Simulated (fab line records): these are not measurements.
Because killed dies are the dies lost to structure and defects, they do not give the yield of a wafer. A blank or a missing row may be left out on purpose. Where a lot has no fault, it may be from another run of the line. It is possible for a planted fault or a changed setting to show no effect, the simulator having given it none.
A lot that was struck, set against a sound lot    flow sky130    15 out of 708 route steps
Sound: the wafers L758.3, L758.4, L758.5. The struck wafers were L746.1, L746.4, L746.6. The cause is given at the end.
At each step with rows: each side's tool, then ch and its chambers, then its first start. Under that, the readings that differ: sound wafers    struck wafers    difference of the means    sigmas: that difference in standard deviations of wafers without a fault.
alike: words and numbers the same on both sides, and readings whose means are apart by under 2 such deviations; not compared: readings that were withheld, readings missing a value for some wafer, numbers with overlapping values and no deviation given by the record, and bounds like >300 which may hide the same value.
The two part at a step that has a row with sigmas, a row that says differs or no value, or rows on one side only. Numbers that don't overlap but have no deviation are shown without sigmas and don't part them. A reading missing from all wafers of one side parts the sides only when that side holds two or more wafers.

first, 3 steps without rows for these wafers: SKY_PASSIVATION_EXPOSE_08 (exposes mask NSM, target cd 3000 nm); SKY_PASSIVATION_PEB_09; SKY_PASSIVATION_DEVELOP_10 (develop time 60 s).
SKY_PASSIVATION_ETCH_11: etches the open film in CF4/O2, stops on AlCu, target depth 725 nm, time 161.1 s.
  sound on rieDiel-03 ch 1,3, day 48 20:01; struck on rieDiel-04 ch 2,3, day 45 20:34
  alike: O2_flow_sccm, biasW, drypumpMotorCurrentA, oesProductAu, throttleValvePct
  not compared: rfHoursCounterH
SKY_PASSIVATION_STRIP_12: strips in O2/N2.
  sound on plasmaAsher-02 ch 0,1, day 48 20:10; struck on plasmaAsher-03 ch 0,1, day 45 20:41
reading                   sound        struck       difference  sigmas
drypumpMotorCurrentA (A)  5.1 5.8 5.1  6.2 6.2 6.2  +0.9        +2
  alike: oesProductAu, stripTimeToEndpointS
  not compared: rfHoursCounterH
then, 7 steps without rows for these wafers: SKY_PAD_OPEN_DEHYDRATE_00 (time 60 s); SKY_PAD_OPEN_HMDS_01 (prime time 60 s); SKY_PAD_OPEN_COAT_02 (resist thk 3000 nm); SKY_PAD_OPEN_SOFTBAKE_03; SKY_PAD_OPEN_EXPOSE_04 (exposes mask PDM, target cd 60000 nm); SKY_PAD_OPEN_PEB_05; SKY_PAD_OPEN_DEVELOP_06 (develop time 60 s).
SKY_PAD_OPEN_ETCH_07: etches the open film in CF4/O2, stops on AlCu, target depth 725 nm, time 161.1 s.
  sound on rieDiel-02 ch 0,1, day 49 13:40; struck on rieDiel-02 ch 0,2, day 46 16:13
  no value came back on the struck wafers for any of 5 readings (O2_flow_sccm (sccm), biasW (W) and others); on the sound wafers O2_flow_sccm (sccm) reads 10.036 9.996 9.972
  not compared: rfHoursCounterH
SKY_PAD_OPEN_STRIP_08: strips in O2/N2.
  sound on plasmaAsher-03 ch 0,1, day 49 13:49; struck on plasmaAsher-03 ch 0,1, day 46 16:19
  alike: drypumpMotorCurrentA, oesProductAu, stripTimeToEndpointS
  not compared: rfHoursCounterH
SKY_PAD_OPEN_PROBE_99:
  sound on prober-02, day 49 16:05; struck on prober-01, day 46 18:37
reading                                sound              struck             difference  sigmas
defectLimitedYield (%)                 87.0 80.9 82.1     0 0 0              -83         -42
killedAtOther                          0 1 0              410 424 429        +421        +99 or more
killedDies                             64 94 88           492 492 492        +410        +42
killedOnRim                            13 25 22           96 96 96           +76         +21
sort_bin_5_function (%)                7.7 10.2 10.4      94.7 94.1 94.1     +84.9       +57
sortNPass                              428 398 404        0 0 0              -410        -42
sortYieldPct (%)                       87.0 80.9 82.1     0 0 0              -83         -42
model.etest.tester.sortNPass           428 398 404        0 0 0              -410        
model.etest.tester.sort_bin_5_pct (%)  7.724 10.16 10.37  94.72 94.11 94.11  +84.90      
model.etest.tester.sortYieldPct (%)    86.99 80.89 82.11  0 0 0              -83         
model.etest.liconPdiff.open            0 0 0              1 1 1              +1          
model.etest.sonosUncharged.open        0 0 0              1 1 1              +1          
model.etest.nfetG5v0d10v5.underFloor   0 0 0              1 1 1              +1          
model.etest.nfetG5v0d10v5.open         0 0 0              1 1 1              +1          
model.etest.resLi.open                 0 0 0              1 1 1              +1          
  alike: killed_at_M0_to_M3, killed_at_M4_up, killedAtContacts, killedAtFrontEnd, killedOpen, killedShort, sort_bin_3_pad_short, sort_bin_6_memory

WHERE THEY PART
Earliest at SKY_PASSIVATION_STRIP_12; latest, in this record, at SKY_PAD_OPEN_PROBE_99.

WHY: whatever the simulator had introduced
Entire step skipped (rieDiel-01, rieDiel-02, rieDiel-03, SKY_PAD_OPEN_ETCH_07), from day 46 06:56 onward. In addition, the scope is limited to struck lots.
